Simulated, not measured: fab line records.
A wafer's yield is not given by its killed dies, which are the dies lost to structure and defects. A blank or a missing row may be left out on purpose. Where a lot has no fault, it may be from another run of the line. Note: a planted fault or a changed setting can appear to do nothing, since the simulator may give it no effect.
Comparing a struck lot with a sound one ; flow sky130 ; 25 steps out of a route of 708
Sound: the wafers L878.2, L878.3, L878.5. Struck: wafer L886.6 (left out: L886.2, a lot-mate that was not struck); the cause follows at the end.
Per side, at each step with rows, come the tool, then ch with its chambers, and then its first start. Under that, the readings that differ: sound wafers ; struck wafers ; difference of the means ; sigmas: that difference in standard deviations of wafers without a fault.
alike: readings with means less than 2 such deviations apart, plus words and numbers identical on both sides. not compared: withheld readings, readings lacking a value on some wafer, bounds such as >300 that could conceal the same value, and numbers that have no deviation in the record and whose values overlap.
Wherever a step has rows on one side only, a row that says differs or no value, or a row with sigmas, the two part there. Numbers that don't overlap but have no deviation are shown without sigmas and don't part them. Lack of a reading on every wafer of one side parts them only where that side has two or more wafers.

first, 3 steps without rows for these wafers: SKY_CAP2M_EXPOSE_09 (exposes mask CAP2M, target cd 1000 nm); SKY_CAP2M_PEB_10; SKY_CAP2M_DEVELOP_11 (develop time 60 s).
SKY_CAP2M_OVL_MEAS_12:
  sound: overlay-02 at day 42 07:31; struck: overlay-02 at day 43 23:55
  alike: CAP2M_OVL
SKY_CAP2M_METAL_ETCH_13: etches TiN in Cl2/BCl3, stops on SiO2, target depth 220 nm, time 62.9 s.
  sound on rie-metal-03 ch 0,1, day 42 07:32; struck on rie-metal-03 ch 1, day 43 23:56
  alike: drypump-motor-current-A, he-backside-leak-sccm, oes-product-au, throttle-valve-pct
  not compared: rf-hours-counter-h
SKY_CAP2M_STRIP_14: strips in O2/N2.
  sound on plasma-asher-01 ch 0,1, day 42 07:37; struck on plasma-asher-02 ch 1, day 44 00:01
  alike: drypump-motor-current-A, oes-product-au, strip-time-to-endpoint-s
  not compared: rf-hours-counter-h
then, 6 steps without rows for these wafers: SKY_CAP2M_STRIP_15 (strips in post etch residue remover, time 1200 s); SKY_CAP2M_CLEAN_16 (cleans in IPA, time 180 s); SKY_CAP2M_CLEAN_17 (cleans in O3/DIW); SKY_METAL4_DEHYDRATE_05 (time 60 s); SKY_METAL4_HMDS_06 (prime time 60 s); SKY_METAL4_COAT_07 (resist thk 60 nm).
SKY_METAL4_COAT_08: resist thk 1140 nm.
  sound on litho-track-04 ch 0, day 42 18:00; struck on litho-track-04 ch 0, day 44 11:00
reading;sound;struck;difference;sigmas
model.KrF-thick_of_METAL4_COAT_08.thk-nm (nm);1135 1136 1133;1197;+62;
then, 4 steps without rows for these wafers: SKY_METAL4_SOFTBAKE_09 (time 90 s); SKY_METAL4_EXPOSE_10 (exposes mask MM4, target cd 300 nm); SKY_METAL4_PEB_11; SKY_METAL4_DEVELOP_12 (develop time 60 s).
SKY_METAL4_CD_MEAS_13: the cd target is 300 nm.
  sound: cd-sem-02 at day 43 06:26; struck: cd-sem-02 at day 44 22:17
reading;sound;struck;difference;sigmas
cd-nm (nm);299.3 298.6 299.3;302.9;+3.8;+3
SKY_METAL4_OVL_MEAS_14:
  sound: overlay-02 at day 43 06:33; struck: overlay-01 at day 44 22:24
  alike: METAL4_OVL
SKY_METAL4_DESCUM_15: chemistry O2, time 8 s.
  sound on rie-metal-01 ch 0, day 43 06:35; struck on rie-metal-04 ch 0, day 44 22:26
  alike: drypump-motor-current-A, he-backside-leak-sccm, oes-product-au
  not compared: rf-hours-counter-h
SKY_METAL4_ETCH_16: etches BARC in N2/H2, stops on SiO2, time 88.2 s, target depth 60 nm.
  sound on rie-metal-01 ch 0, day 43 06:37; struck on rie-metal-04 ch 0, day 44 22:28
  alike: drypump-motor-current-A, he-backside-leak-sccm, oes-product-au, throttle-valve-pct
  not compared: rf-hours-counter-h
SKY_METAL4_ETCH_17: etches SiO2 in C4F8/O2/Ar, stops on TiN, time 3.9 s, target depth 15 nm.
  sound on rie-diel-02 ch 2,3, day 43 06:43; struck on rie-diel-01 ch 1, day 44 22:34
reading;sound;struck;difference;sigmas
oes-product-au (a.u.);0.750 0.755 0.742;0.767;+0.018;+2
SKY_METAL4_METAL_ETCH_18: etches the open film in Cl2/BCl3, stops on SiO2, target depth 845 nm, time 183.1 s.
  sound on rie-metal-03 ch 1, day 43 06:44; struck on rie-metal-03 ch 1, day 44 22:35
reading;sound;struck;difference;sigmas
model.KrF-thick_of_METAL4_COAT_08.thk-nm (nm);526.8 527.6 528.8;587.8;+60.1;
  alike: drypump-motor-current-A, he-backside-leak-sccm, oes-product-au, throttle-valve-pct
  not compared: rf-hours-counter-h
SKY_METAL4_STRIP_19: strips in O2/N2.
  sound on plasma-asher-03 ch 0,1, day 43 06:54; struck on plasma-asher-01 ch 0, day 44 22:45
reading;sound;struck;difference;sigmas
oes-product-au (a.u.);0.504 0.508 0.503;0.531;+0.026;+4
strip-time-to-endpoint-s (s);6.52 6.55 6.57;7.13;+0.58;+6
  alike: drypump-motor-current-A
  not compared: rf-hours-counter-h
then, 1 step without rows for these wafers: SKY_METAL4_STRIP_20 (strips in post etch residue remover, time 1200 s).

## WHERE THEY PART
Earliest at SKY_METAL4_CD_MEAS_13; latest, in this record, at SKY_METAL4_STRIP_19.

WHY: the cause the simulator had injected
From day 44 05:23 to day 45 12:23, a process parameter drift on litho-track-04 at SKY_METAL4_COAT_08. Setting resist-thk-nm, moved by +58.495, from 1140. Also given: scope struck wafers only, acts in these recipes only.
